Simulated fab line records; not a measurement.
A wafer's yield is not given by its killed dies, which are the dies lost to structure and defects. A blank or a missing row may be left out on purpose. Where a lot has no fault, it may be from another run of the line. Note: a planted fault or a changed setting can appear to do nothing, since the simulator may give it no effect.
fab line records	flow sky130
[record] lots = 13	wafers = 39	last_day = 50
route steps=708 shown LDD_LDN@299 CONTACT@422 METAL1@449 VIA1@471 PAD_OPEN@708
lots with no fault: from the same line, run without faults
start_h: hours from the record's first day to the start of the lot's first wafer shown	wait_h: hours from the lot's prior step to this one	" repeats the value in the row above	L1.1+2: a row that stands for several wafers	- no value, or no start was given	* or withheld: withheld	< > ~ a bound
route shown NAME@n: NAME is a module with steps in the file, n the number in the route of the first one	usual: mean/standard deviation of fault-free wafers	same: alike in all rows	chamber/n: place in a boat	sites: readings site by site	_std_site: their standard deviation	_edge_site: outer sites' mean less inner sites'	radius_mm: for every site, how far away it sits from the centre of the wafer	mask NAME#n: copy n	behind: the tool/chamber that last shaped the wafer	hold: reason for holding the lot/hours on hold/outcome of the hold	device: whichever transistor did not switch (one of n, p or np)	end of line: at the end of the route, the tests of the same wafers	a step without rows: its recipe alone	killed: not the wafer's yield, but the dies lost to structure and defects at the first sort	map: dies across one wafer; x = killed, . = not, _ = none there
set.NAME: setting as actually run; set.NAME@STEP: the setting as run at that earlier step	model.NAME: the simulator's own value behind a step, which no gauge read
the route's steps for a sample of lots (tables are steps, rows are wafers)
services: when a tool's chamber went out of use (start_h, in hours from the record's first day, below 0 if earlier), for how many hours, and the reason
[[steps]]
[step SKY_LDD_LDN_IMPLANT_10]
[recipe] species = As	energy_kev = 15	dose_cm2 = 1.25e+13	tilt_deg = withheld	rotation_deg = 203
[usual] dose_ions_cm2 = 1.2501e+13/1.5e+10	faraday_current_uA = 70.5/1.3
lot.wafer	tool	chamber	start_h	wait_h	dose_ions_cm2	faraday_current_uA
L281.3	implanter-03	0	526.25	0.1	1.2482e+13	70.1
L281.5	"	0	"	"	1.2497e+13	67.4
L281.6	"	0	"	"	1.2503e+13	69.8
L282.2	implanter-04	0	531.82	0.1	1.2493e+13	70.9
L282.3	"	0	"	"	1.2502e+13	71.6
L282.6	"	0	"	"	1.2521e+13	71.9
L283.1	implanter-04	0	551.45	0.1	1.2499e+13	70.8
L283.2	"	0	"	"	1.25e+13	71.1
L283.6	"	0	"	"	1.2507e+13	70.7
L284.2	implanter-03	0	572.02	0.1	1.2507e+13	71.5
L284.3	"	0	"	"	1.2492e+13	72.2
L284.4	"	0	"	"	1.2489e+13	68.5
L289.2	implanter-04	0	598.65	0.1	6.81e+12	37.8
L289.3	"	0	"	"	6.794e+12	38.6
L289.6	"	0	"	"	6.794e+12	36.7
L291.2	implanter-04	0	627.65	0.1	6.753e+12	38.5
L291.3	"	0	"	"	6.758e+12	38.8
L291.6	"	0	"	"	6.763e+12	37.7
L296.2	implanter-01	0	651.28	0.1	1.2517e+13	70.1
L296.3	"	0	"	"	1.2498e+13	70.9
L296.5	"	0	"	"	1.2506e+13	72.0
L297.1	implanter-03	0	660.70	0.1	1.25e+13	70.2
L297.2	"	0	"	"	1.2499e+13	71.9
L297.4	"	0	"	"	1.2513e+13	70.5
L298.1	implanter-01	0	669.73	0.1	1.2493e+13	72.2
L298.2	"	0	"	"	1.2481e+13	73.2
L298.4	"	0	"	"	1.2496e+13	70.3
L300.3	implanter-04	0	684.03	0.1	1.2487e+13	68.1
L300.4	"	0	"	"	1.2474e+13	72.9
L300.5	"	0	"	"	1.2472e+13	71.5
L302.1	implanter-01	0	696.23	0.1	1.2508e+13	70.6
L302.2	"	0	"	"	1.2491e+13	69.4
L302.5	"	0	"	"	1.2503e+13	72.5
L303.2	implanter-03	0	720.32	0.1	1.2501e+13	70.9
L303.5	"	0	"	"	1.2507e+13	70.8
L303.6	"	0	"	"	1.2504e+13	71.3
L304.1	implanter-04	0	722.08	0.1	1.2486e+13	70.8
L304.2	"	0	"	"	1.2496e+13	70.8
L304.6	"	0	"	"	1.2501e+13	71.0
[step SKY_CONTACT_ETCH_16]
[recipe] chemistry = N2/H2	target = BARC	ion_energy_ev = 200	source_w = 500	bias_w = 100	pressure_mtorr = 30	n2_flow_sccm = 100	h2_flow_sccm = 200	stop_on = SiO2	time_s = 45.9	target_depth_a = 600
[usual] drypump_motor_current_A = 5.9/0.37	oes_product_au = 0.854/0.0047	throttle_valve_pct = 13.225/0.0084
lot.wafer	tool	chamber	start_h	wait_h	drypump_motor_current_A	oes_product_au	rf_hours_counter_h	throttle_valve_pct
L281.3	rie_diel-03	1	732.27	0.0	6.0	0.856	8	13.226
L281.5	"	0	"	"	6.2	0.856	-	13.221
L281.6	"	1	"	"	6.0	0.853	-	13.219
L282.2	rie_diel-04	2	740.00	0.0	5.5	0.860	15	13.214
L282.3	"	0	"	"	6.3	0.854	13	13.235
L282.6	"	1	"	"	5.5	0.863	-	13.240
L283.1	rie_diel-04	3	758.60	0.0	6.4	0.851	7	13.228
L283.2	"	2	"	"	5.4	0.857	16	13.214
L283.6	"	0	"	"	6.3	0.849	-	13.230
L284.2	rie_diel-04	3	774.55	0.0	6.4	0.847	7	13.215
L284.3	"	0	"	"	6.2	0.847	14	13.221
L284.4	"	2	"	"	5.5	0.853	16	13.233
L289.2	rie_diel-03	2	800.82	0.0	5.5	0.847	14	13.218
L289.3	"	0	"	"	6.2	0.853	10	13.227
L289.6	"	2	"	"	5.6	0.850	-	13.226
L291.2	rie_diel-04	1	826.55	0.0	5.5	0.846	4	13.218
L291.3	"	3	"	"	6.3	0.860	9	13.224
L291.6	"	3	"	"	6.3	0.851	-	13.229
L296.2	rie_diel-01	3	854.57	0.0	5.3	0.859	10	13.226
L296.3	"	2	"	"	6.0	0.856	21	13.228
L296.5	"	0	"	"	5.6	0.858	-	13.233
L297.1	rie_diel-03	2	860.05	0.0	5.6	0.853	15	13.221
L297.2	"	0	"	"	6.2	0.860	12	13.229
L297.4	"	3	"	"	6.5	0.851	2	13.228
L298.1	rie_diel-04	0	865.77	0.0	6.3	0.847	16	13.217
L298.2	"	3	"	"	6.3	0.860	10	13.234
L298.4	"	1	"	"	5.5	0.848	5	13.224
L300.3	rie_diel-03	2	878.05	0.0	5.6	0.854	16	13.220
L300.4	"	0	"	"	6.2	0.848	12	13.231
L300.5	"	2	"	"	5.5	0.855	-	13.226
L302.1	rie_diel-03	0	890.92	0.0	6.2	0.846	13	13.232
L302.2	"	1	"	"	6.0	0.855	13	13.231
L302.5	"	2	"	"	5.6	0.847	-	13.223
L303.2	rie_diel-01	2	914.60	0.0	6.0	0.856	23	13.227
L303.5	"	3	"	"	5.3	0.853	-	13.222
L303.6	"	2	"	"	6.0	0.852	-	13.237
L304.1	rie_diel-03	1	915.25	0.0	6.0	0.857	14	13.241
L304.2	"	0	"	"	6.2	0.860	14	13.239
L304.6	"	2	"	"	5.6	0.846	-	13.240
[step SKY_METAL1_CD_MEAS_15]
[recipe] target_cd_nm = 140
[usual] cd_nm = 140.3/1.2
lot.wafer	tool	chamber	start_h	wait_h	cd_nm
L281.3	cd_sem-01	-	761.25	-	138.8
L281.5	"	-	"	"	140.3
L281.6	"	-	"	"	140.8
L282.2	cd_sem-01	-	768.81	-	140.9
L282.3	"	-	"	"	141.2
L282.6	"	-	"	"	139.7
L283.1	cd_sem-01	-	787.01	-	140.9
L283.2	"	-	"	"	140.0
L283.6	"	-	"	"	140.2
L284.2	cd_sem-01	-	803.31	-	139.0
L284.3	"	-	"	"	139.7
L284.4	"	-	"	"	139.4
L289.2	cd_sem-01	-	828.89	-	140.0
L289.3	"	-	"	"	140.3
L289.6	"	-	"	"	140.3
L291.2	cd_sem-01	-	855.08	-	138.3
L291.3	"	-	"	"	139.7
L291.6	"	-	"	"	140.0
L296.2	cd_sem-02	-	882.04	-	140.8
L296.3	"	-	"	"	140.6
L296.5	"	-	"	"	142.5
L297.1	cd_sem-02	-	887.92	-	139.8
L297.2	"	-	"	"	140.9
L297.4	"	-	"	"	139.6
L298.1	cd_sem-02	-	893.46	-	140.3
L298.2	"	-	"	"	140.7
L298.4	"	-	"	"	139.6
L300.3	cd_sem-01	-	905.25	-	140.1
L300.4	"	-	"	"	140.1
L300.5	"	-	"	"	139.2
L302.1	cd_sem-02	-	917.44	-	141.0
L302.2	"	-	"	"	142.8
L302.5	"	-	"	"	141.6
L303.2	cd_sem-02	-	940.44	-	140.1
L303.5	"	-	"	"	141.1
L303.6	"	-	"	"	140.4
L304.1	cd_sem-01	-	941.57	-	141.7
L304.2	"	-	"	"	139.9
L304.6	"	-	"	"	140.8
[step SKY_VIA1_OVL_MEAS_13]
[usual] VIA1_OVL = -2/5.8
lot.wafer	tool	chamber	start_h	wait_h	VIA1_OVL[nm]
L281.3	overlay-01	-	790.72	0.1	1
L281.5	"	-	"	"	1
L281.6	"	-	"	"	6
L282.2	overlay-02	-	796.47	0.1	2
L282.3	"	-	"	"	0
L282.6	"	-	"	"	0
L283.1	overlay-01	-	814.81	0.1	-10
L283.2	"	-	"	"	-4
L283.6	"	-	"	"	-7
L284.2	overlay-02	-	831.64	0.1	-7
L284.3	"	-	"	"	-5
L284.4	"	-	"	"	-2
L289.2	overlay-02	-	857.29	0.1	-3
L289.3	"	-	"	"	-3
L289.6	"	-	"	"	-2
L291.2	overlay-02	-	883.04	0.1	-3
L291.3	"	-	"	"	1
L291.6	"	-	"	"	-1
L296.2	overlay-01	-	908.27	0.1	-12
L296.3	"	-	"	"	-8
L296.5	"	-	"	"	-9
L297.1	overlay-02	-	915.19	0.1	-2
L297.2	"	-	"	"	-1
L297.4	"	-	"	"	-1
L298.1	overlay-02	-	920.01	0.1	-11
L298.2	"	-	"	"	-13
L298.4	"	-	"	"	-8
L300.3	overlay-01	-	931.65	0.1	-10
L300.4	"	-	"	"	-15
L300.5	"	-	"	"	-13
L302.1	overlay-01	-	944.09	0.1	9
L302.2	"	-	"	"	2
L302.5	"	-	"	"	10
L303.2	overlay-01	-	966.37	0.1	-1
L303.5	"	-	"	"	2
L303.6	"	-	"	"	4
L304.1	overlay-02	-	967.06	0.1	13
L304.2	"	-	"	"	10
L304.6	"	-	"	"	7
[step SKY_PAD_OPEN_PROBE_99]
[usual] killed_at_M0_to_M3 = 44/7.1	killed_at_M4_up = 3.5/2	killed_at_contacts = 24/5.3	killed_at_front_end = 15/4.8	killed_at_other = 0.1/0.35	killed_dies = 86/9.3	killed_on_rim = 17/4	killed_open = 47/7.8	killed_short = 39/5.9
[same] gross_dies = 492	killed_at_back_side = 0
lot.wafer	tool	chamber	start_h	wait_h	killed_at_M0_to_M3	killed_at_M4_up	killed_at_contacts	killed_at_front_end	killed_at_other	killed_dies	killed_on_rim	killed_open	killed_short
L281.3	prober-01	-	1073.73	0.2	36	3	23	20	0	82	12	48	34
L281.5	prober-01	-	1073.83	0.2	35	4	21	27	1	88	14	51	37
L281.6	prober-01	-	1073.88	0.2	44	6	36	17	0	103	22	63	40
L282.2	prober-02	-	1079.03	0.1	45	5	11	11	0	72	14	35	37
L282.3	prober-02	-	1079.08	0.2	47	3	24	13	0	87	15	44	43
L282.6	prober-02	-	1079.23	0.2	50	3	25	9	0	87	23	53	34
L283.1	prober-01	-	1092.44	0.1	40	3	28	8	0	79	17	46	33
L283.2	prober-01	-	1092.49	0.1	41	2	27	13	0	83	14	46	37
L283.6	prober-01	-	1092.69	0.2	43	5	23	8	0	79	20	51	28
L284.2	prober-02	-	1106.46	0.1	43	5	18	16	0	82	13	51	31
L284.3	prober-02	-	1106.51	0.2	43	3	20	16	0	82	14	45	37
L284.4	prober-02	-	1106.56	0.2	46	2	27	11	0	86	14	43	43
L289.2	prober-02	-	1128.12	0.1	53	2	31	13	0	99	17	55	44
L289.3	prober-02	-	1128.17	0.2	45	4	21	14	0	84	22	47	37
L289.6	prober-02	-	1128.32	0.2	38	2	22	8	0	70	15	37	33
L291.2	prober-01	-	1144.99	0.1	58	4	21	13	1	97	20	55	42
L291.3	prober-01	-	1145.04	0.2	51	3	21	17	0	92	27	54	38
L291.6	prober-01	-	1145.19	0.2	41	5	22	24	0	92	15	43	49
L296.2	prober-01	-	1162.59	0.1	49	2	17	29	0	97	12	47	50
L296.3	prober-01	-	1162.64	0.2	54	1	25	23	0	103	18	58	45
L296.5	prober-01	-	1162.74	0.2	39	7	22	23	0	91	24	53	38
L297.1	prober-02	-	1169.71	0.1	39	3	29	11	0	82	12	49	33
L297.2	prober-02	-	1169.76	0.1	42	4	23	13	0	82	16	42	40
L297.4	prober-02	-	1169.86	0.2	41	5	22	15	1	84	12	42	42
L298.1	prober-01	-	1174.43	0.1	39	2	25	13	0	79	6	43	36
L298.2	prober-01	-	1174.48	0.1	33	2	29	16	0	80	13	42	38
L298.4	prober-01	-	1174.58	0.2	39	5	33	16	0	93	18	52	41
L300.3	prober-01	-	1179.86	0.2	47	5	27	17	1	97	19	56	41
L300.4	prober-01	-	1179.91	0.2	41	7	24	8	0	80	19	32	48
L300.5	prober-01	-	1179.96	0.2	39	1	32	14	0	86	19	37	49
L302.1	prober-02	-	1190.00	0.1	37	1	18	13	0	69	11	37	32
L302.2	prober-02	-	1190.05	0.1	52	1	26	20	0	99	23	62	37
L302.5	prober-02	-	1190.20	0.2	39	2	27	19	0	87	19	50	37
L303.2	prober-02	-	1204.09	0.1	49	2	25	14	1	91	20	55	36
L303.5	prober-02	-	1204.24	0.2	59	2	27	6	0	94	19	51	43
L303.6	prober-02	-	1204.29	0.2	54	4	24	14	0	96	19	49	47
L304.1	prober-02	-	1204.79	0.1	45	2	32	12	0	91	17	51	40
L304.2	prober-02	-	1204.84	0.1	35	3	22	18	0	78	15	52	26
L304.6	prober-02	-	1205.04	0.2	34	3	45	8	0	90	16	54	36
// killed by level:class
L281.3 CONTACT:geometric_particle:open=12 VIA2:geometric_particle:open=7 FIELD_ISO:geometric_particle:short=6 VIA3:geometric_particle:open=6 METAL1:geometric_particle:short=5 LI_CONTACT:geometric_particle:open=4 VIA1:geometric_particle:short=4 VIA1:geometric_particle:open=4
L281.5 CONTACT:geometric_particle:open=9 FIELD_ISO:geometric_particle:short=7 VIA3:geometric_particle:open=7 POLY_GATE:geometric_particle:open=5 VIA1:geometric_particle:open=5 FIELD_ISO:geometric_particle:open=4 LI_CONTACT:geometric_particle:open=4 VIA2:geometric_particle:open=4
L281.6 CONTACT:geometric_particle:open=16 VIA3:geometric_particle:open=10 LI_CONTACT:geometric_particle:open=9 VIA2:geometric_particle:open=8 VIA1:geometric_particle:open=8 FIELD_ISO:geometric_particle:short=7 CONTACT:geometric_particle:short=5 LOCAL_INTERCONNECT:geometric_particle:short=4
L282.2 VIA1:geometric_particle:open=12 METAL1:geometric_particle:short=7 FIELD_ISO:geometric_particle:short=6 VIA2:geometric_particle:open=6 METAL2:geometric_particle:short=5 VIA1:geometric_particle:short=4 METAL4:geometric_particle:short=4 CONTACT:geometric_particle:open=3
L282.3 VIA1:geometric_particle:open=15 VIA1:geometric_particle:short=11 LI_CONTACT:geometric_particle:open=9 FIELD_ISO:geometric_particle:short=5 LOCAL_INTERCONNECT:geometric_particle:short=5 CONTACT:geometric_particle:open=5 METAL2:geometric_particle:short=4 METAL2:geometric_particle:open=3
L282.6 VIA1:geometric_particle:open=14 CONTACT:geometric_particle:open=12 METAL2:geometric_particle:short=7 VIA2:geometric_particle:open=6 LI_CONTACT:geometric_particle:open=5 METAL1:geometric_particle:short=5 VIA1:geometric_particle:short=5 VIA3:geometric_particle:open=5
L283.1 LI_CONTACT:geometric_particle:open=11 METAL1:geometric_particle:short=11 VIA3:geometric_particle:open=10 LOCAL_INTERCONNECT:geometric_particle:short=6 CONTACT:geometric_particle:open=6 VIA1:geometric_particle:open=6 VIA2:geometric_particle:open=5 POLY_GATE:geometric_particle:open=4
L283.2 CONTACT:geometric_particle:open=12 METAL1:geometric_particle:short=8 VIA1:geometric_particle:short=6 VIA1:geometric_particle:open=6 VIA3:geometric_particle:open=5 POLY_GATE:geometric_particle:open=4 LI_CONTACT:geometric_particle:open=4 VIA3:geometric_particle:short=4
L283.6 VIA1:geometric_particle:open=12 LI_CONTACT:geometric_particle:open=9 VIA2:geometric_particle:open=9 CONTACT:geometric_particle:open=6 VIA3:geometric_particle:open=6 METAL1:geometric_particle:short=5 POLY_GATE:geometric_particle:open=5 VIA1:geometric_particle:short=5
L284.2 VIA1:geometric_particle:open=14 CONTACT:geometric_particle:open=8 LI_CONTACT:geometric_particle:open=6 VIA1:geometric_particle:short=6 FIELD_ISO:geometric_particle:short=4 FIELD_ISO:geometric_particle:open=4 METAL1:geometric_particle:short=4 METAL2:geometric_particle:short=4
L284.3 LI_CONTACT:geometric_particle:open=8 VIA1:geometric_particle:open=7 POLY_GATE:geometric_particle:open=6 METAL2:geometric_particle:short=6 VIA2:geometric_particle:open=5 FIELD_ISO:geometric_particle:open=4 METAL1:geometric_particle:short=4 CONTACT:geometric_particle:open=4
L284.4 CONTACT:geometric_particle:open=12 LI_CONTACT:geometric_particle:open=10 VIA1:geometric_particle:open=10 VIA1:geometric_particle:short=10 FIELD_ISO:geometric_particle:short=6 METAL1:geometric_particle:short=6 METAL2:geometric_particle:short=5 CONTACT:geometric_particle:short=3
L289.2 VIA1:geometric_particle:open=17 CONTACT:geometric_particle:open=11 LI_CONTACT:geometric_particle:open=9 VIA1:geometric_particle:short=6 VIA2:geometric_particle:open=6 FIELD_ISO:geometric_particle:short=5 CONTACT:geometric_particle:short=5 METAL3:geometric_particle:short=5
L289.3 VIA2:geometric_particle:open=10 VIA3:geometric_particle:open=9 LI_CONTACT:geometric_particle:open=7 FIELD_ISO:geometric_particle:open=5 CONTACT:geometric_particle:short=5 CONTACT:geometric_particle:open=5 METAL1:geometric_particle:short=5 VIA1:geometric_particle:open=4
L289.6 CONTACT:geometric_particle:open=11 VIA1:geometric_particle:open=8 VIA3:geometric_particle:open=6 FIELD_ISO:geometric_particle:open=5 LOCAL_INTERCONNECT:geometric_particle:short=5 VIA2:geometric_particle:short=5 CONTACT:geometric_particle:short=4 METAL1:geometric_particle:short=4
L291.2 VIA1:geometric_particle:open=17 CONTACT:geometric_particle:open=10 METAL2:geometric_particle:short=10 VIA1:geometric_particle:short=9 VIA2:geometric_particle:open=6 FIELD_ISO:geometric_particle:open=5 LI_CONTACT:geometric_particle:open=5 METAL1:geometric_particle:short=4
L291.3 VIA1:geometric_particle:open=15 CONTACT:geometric_particle:open=8 VIA2:geometric_particle:short=7 VIA2:geometric_particle:open=6 POLY_GATE:geometric_particle:open=5 VIA1:geometric_particle:short=5 VIA3:geometric_particle:open=5 LI_CONTACT:geometric_particle:open=4
L291.6 CONTACT:geometric_particle:open=12 METAL2:geometric_particle:short=9 VIA1:geometric_particle:open=7 FIELD_ISO:geometric_particle:open=6 VIA2:geometric_particle:open=6 FIELD_ISO:geometric_particle:short=5 LOCAL_INTERCONNECT:geometric_particle:short=5 METAL1:geometric_particle:short=5
L296.2 VIA1:geometric_particle:open=9 POLY_GATE:geometric_particle:short=8 METAL1:geometric_particle:short=8 CONTACT:geometric_particle:open=6 FIELD_ISO:geometric_particle:short=5 FIELD_ISO:geometric_particle:open=5 LI_CONTACT:geometric_particle:open=5 CONTACT:geometric_particle:short=5
L296.3 VIA1:geometric_particle:open=13 METAL2:geometric_particle:short=12 CONTACT:geometric_particle:open=11 LI_CONTACT:geometric_particle:open=7 POLY_GATE:geometric_particle:open=6 VIA3:geometric_particle:open=6 FIELD_ISO:geometric_particle:short=5 CONTACT:geometric_particle:short=5
L296.5 VIA1:geometric_particle:open=14 LI_CONTACT:geometric_particle:open=8 VIA3:geometric_particle:open=7 FIELD_ISO:geometric_particle:short=6 POLY_GATE:geometric_particle:open=5 LOCAL_INTERCONNECT:geometric_particle:short=5 CONTACT:geometric_particle:open=5 METAL1:geometric_particle:short=5
L297.1 CONTACT:geometric_particle:open=11 VIA2:geometric_particle:open=10 LI_CONTACT:geometric_particle:open=9 METAL1:geometric_particle:short=6 VIA1:geometric_particle:open=5 FIELD_ISO:geometric_particle:open=4 CONTACT:geometric_particle:short=4 METAL2:geometric_particle:short=4
L297.2 METAL1:geometric_particle:short=11 CONTACT:geometric_particle:open=8 LI_CONTACT:geometric_particle:open=7 METAL2:geometric_particle:short=5 VIA2:geometric_particle:open=5 VIA3:geometric_particle:open=5 CONTACT:geometric_particle:short=4 FIELD_ISO:geometric_particle:short=3
L297.4 CONTACT:geometric_particle:open=11 VIA3:geometric_particle:open=9 METAL2:geometric_particle:short=7 VIA1:geometric_particle:open=6 VIA1:geometric_particle:short=5 LI_CONTACT:geometric_particle:open=4 LOCAL_INTERCONNECT:geometric_particle:short=4 METAL1:geometric_particle:short=4
L298.1 LI_CONTACT:geometric_particle:open=8 CONTACT:geometric_particle:open=8 VIA1:geometric_particle:short=8 VIA3:geometric_particle:open=7 VIA1:geometric_particle:open=6 VIA2:geometric_particle:open=6 FIELD_ISO:geometric_particle:short=4 CONTACT:geometric_particle:short=4
L298.2 CONTACT:geometric_particle:open=11 LI_CONTACT:geometric_particle:open=8 VIA1:geometric_particle:open=8 METAL2:geometric_particle:short=8 VIA2:geometric_particle:open=7 FIELD_ISO:geometric_particle:short=5 POLY_GATE:geometric_particle:short=5 LOCAL_INTERCONNECT:geometric_particle:short=4
L298.4 CONTACT:geometric_particle:open=14 VIA3:geometric_particle:open=9 VIA1:geometric_particle:open=9 LI_CONTACT:geometric_particle:open=6 METAL1:geometric_particle:short=6 FIELD_ISO:geometric_particle:open=5 FIELD_ISO:geometric_particle:short=5 LOCAL_INTERCONNECT:geometric_particle:short=5
L300.3 VIA1:geometric_particle:open=13 VIA2:geometric_particle:open=11 LI_CONTACT:geometric_particle:open=10 LOCAL_INTERCONNECT:geometric_particle:short=6 METAL2:geometric_particle:short=6 FIELD_ISO:geometric_particle:open=5 CONTACT:geometric_particle:open=5 CONTACT:geometric_particle:short=4
L300.4 LI_CONTACT:geometric_particle:open=7 VIA1:geometric_particle:short=7 VIA1:geometric_particle:open=7 VIA3:geometric_particle:open=6 METAL4:geometric_particle:short=6 CONTACT:geometric_particle:short=5 VIA3:geometric_particle:short=5 METAL1:geometric_particle:short=5
L300.5 LI_CONTACT:geometric_particle:open=10 METAL2:geometric_particle:short=10 CONTACT:geometric_particle:open=7 VIA1:geometric_particle:open=6 LOCAL_INTERCONNECT:geometric_particle:short=6 CONTACT:geometric_particle:short=6 METAL1:geometric_particle:short=6 FIELD_ISO:geometric_particle:short=4
L302.1 VIA1:geometric_particle:open=7 VIA1:geometric_particle:short=7 LI_CONTACT:geometric_particle:open=6 CONTACT:geometric_particle:open=6 VIA3:geometric_particle:open=5 SPACER:geometric_particle:short=4 METAL2:geometric_particle:short=4 METAL3:geometric_particle:short=4
L302.2 VIA1:geometric_particle:open=18 CONTACT:geometric_particle:open=9 VIA2:geometric_particle:open=7 POLY_GATE:geometric_particle:open=6 FIELD_ISO:geometric_particle:open=5 FIELD_ISO:geometric_particle:short=5 LI_CONTACT:geometric_particle:open=5 LOCAL_INTERCONNECT:geometric_particle:short=5
L302.5 CONTACT:geometric_particle:open=14 VIA1:geometric_particle:open=9 VIA3:geometric_particle:open=7 VIA1:geometric_particle:short=6 METAL2:geometric_particle:short=5 FIELD_ISO:geometric_particle:short=4 POLY_GATE:geometric_particle:open=4 SPACER:geometric_particle:open=4
L303.2 VIA1:geometric_particle:open=12 LI_CONTACT:geometric_particle:open=8 CONTACT:geometric_particle:open=7 CONTACT:geometric_particle:short=7 VIA2:geometric_particle:open=7 VIA3:geometric_particle:open=6 VIA1:geometric_particle:short=5 METAL2:geometric_particle:short=5
L303.5 VIA1:geometric_particle:open=14 VIA2:geometric_particle:open=13 LI_CONTACT:geometric_particle:open=8 CONTACT:geometric_particle:open=8 CONTACT:geometric_particle:short=6 LI_CONTACT:geometric_particle:short=5 METAL1:geometric_particle:short=5 VIA1:geometric_particle:short=5
L303.6 VIA1:geometric_particle:open=13 VIA2:geometric_particle:open=10 CONTACT:geometric_particle:open=7 VIA1:geometric_particle:short=7 METAL1:geometric_particle:short=6 VIA3:geometric_particle:open=6 CONTACT:geometric_particle:short=5 FIELD_ISO:geometric_particle:short=4
L304.1 CONTACT:geometric_particle:open=11 VIA1:geometric_particle:open=10 CONTACT:geometric_particle:short=9 METAL2:geometric_particle:short=8 VIA3:geometric_particle:open=7 METAL1:geometric_particle:short=7 LI_CONTACT:geometric_particle:open=7 VIA2:geometric_particle:open=4
L304.2 CONTACT:geometric_particle:open=10 VIA1:geometric_particle:open=9 POLY_GATE:geometric_particle:open=8 LI_CONTACT:geometric_particle:open=6 VIA1:geometric_particle:short=5 LOCAL_INTERCONNECT:geometric_particle:short=4 METAL2:geometric_particle:short=4 VIA2:geometric_particle:open=4
L304.6 CONTACT:geometric_particle:open=16 LI_CONTACT:geometric_particle:open=14 CONTACT:geometric_particle:short=7 VIA1:geometric_particle:open=7 LOCAL_INTERCONNECT:geometric_particle:short=6 VIA3:geometric_particle:short=5 VIA3:geometric_particle:open=5 METAL3:geometric_particle:short=4
[[services]]
tool	chamber	start_h	hours	kind
rie_diel-04	-	527.20	0.4	repair
implanter-03	-	573.51	1.0	repair
rie_diel-04	1	582.25	12.5	repair
rie_diel-03	-	594.74	14.6	pm
implanter-01	-	598.55	4.5	pm
implanter-04	-	640.14	0.6	repair
implanter-01	-	658.70	4.7	repair
implanter-04	-	659.48	2.4	repair
implanter-04	-	668.94	2.1	repair
implanter-03	-	685.87	1.5	repair
rie_diel-03	1	698.89	4.3	repair
implanter-04	-	705.93	1.8	repair
implanter-03	-	749.60	3.8	pm
implanter-03	-	759.54	1.3	repair
rie_diel-03	2	765.72	4.8	repair
rie_diel-04	-	780.45	1.3	repair
implanter-04	-	800.46	13.8	pm
rie_diel-04	0	811.74	2.6	repair
implanter-04	-	817.64	4.5	repair
implanter-04	-	822.16	4.0	pm
implanter-03	-	827.44	10.5	pm
rie_diel-04	-	856.70	0.6	repair
implanter-04	-	867.67	1.0	repair
rie_diel-04	3	904.07	4.5	repair
[[key]]
[first_sign] step = SKY_LDD_LDN_IMPLANT_10	reading = dose_ions_cm2	direction = down	sigmas = 99+	usual = *	struck = *
[effect] step = SKY_LDD_LDN_IMPLANT_10	reading = faraday_current_uA	direction = down	sigmas = 26	usual = 70.5	struck = 38.0
met_at SKY_LDD_LDN_IMPLANT_10
struck_lots L289,L291
tester_left_out L289,L291
not_acting_at SKY_CONTACT_ETCH_16,SKY_METAL1_CD_MEAS_15,SKY_VIA1_OVL_MEAS_13
onset_between 551.45 598.65
[fault] kind = process_parameter_drift	tool = implanter-04	chamber = -	onset_h = 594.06	steps = SKY_LDD_LDN_IMPLANT_10	channel = dose_cm2	offset = *	shape = step	end_h = 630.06	acts_in = *	stated = *
// tester_left_out: of these lots the tester's yield and bins aren't shown, on N5 and GAA mostly nor the transistor test; their killed dies are dies lost to structure and defects alone, not to doping, threshold or leakage, so they don't give the yield
